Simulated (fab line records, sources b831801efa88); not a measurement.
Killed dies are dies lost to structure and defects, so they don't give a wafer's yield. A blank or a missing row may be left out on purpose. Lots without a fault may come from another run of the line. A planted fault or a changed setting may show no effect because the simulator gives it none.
Chamber matching | flow sky130 | SKY_FIELD_ISO_ETCH_17 on rie_si-02: 4 sister chambers
The step etches Si in HBr/Cl2/O2, target depth 342 nm, time 97.7 s. 4 wafers are shown with their chamber, then 7 later ones without.

WAFERS WITH THEIR CHAMBER
wafer  | chamber | drypump_motor_current_A (A)
L394.4 | 3       | 5.1
L398.3 | 1       | 6.2
L400.3 | 0       | 5.6
L400.4 | 2       | 6.2

WAFERS WITHOUT THEIR CHAMBER
wafer  | drypump_motor_current_A (A)
L400.5 | 6.2
L402.1 | 5.7
L402.3 | 5.1
L402.4 | 6.3
L403.3 | 6.2
L403.4 | 6.1
L403.6 | 6.2

WHICH CHAMBER EACH WENT THROUGH
wafer  | from the rows above     | in truth
L400.5 | can't be placed: 1 or 2 | 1
L402.1 | 0                       | 0
L402.3 | 3                       | 3
L402.4 | can't be placed: 1 or 2 | 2
L403.3 | can't be placed: 1 or 2 | 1
L403.4 | can't be placed: 1 or 2 | 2
L403.6 | can't be placed: 1 or 2 | 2
Placed correctly: 2 of 7. Can't be placed from these rows: 5 (the true chamber is among the candidates in 5). Placed wrongly: 0.
How it was worked out, from the rows above alone: a wafer's distance from a chamber is the root of the sum, over the readings, of the square of ((its reading less the chamber's mean) divided by the reading's scatter). The wafer belongs to the nearest chamber; if the next one is less than 2 further off, it can't be placed. A chamber's mean is the mean of its shown wafers. The scatter: with one shown wafer a chamber, the root of the mean of the squares of how far each hidden wafer lies from its nearest shown one.
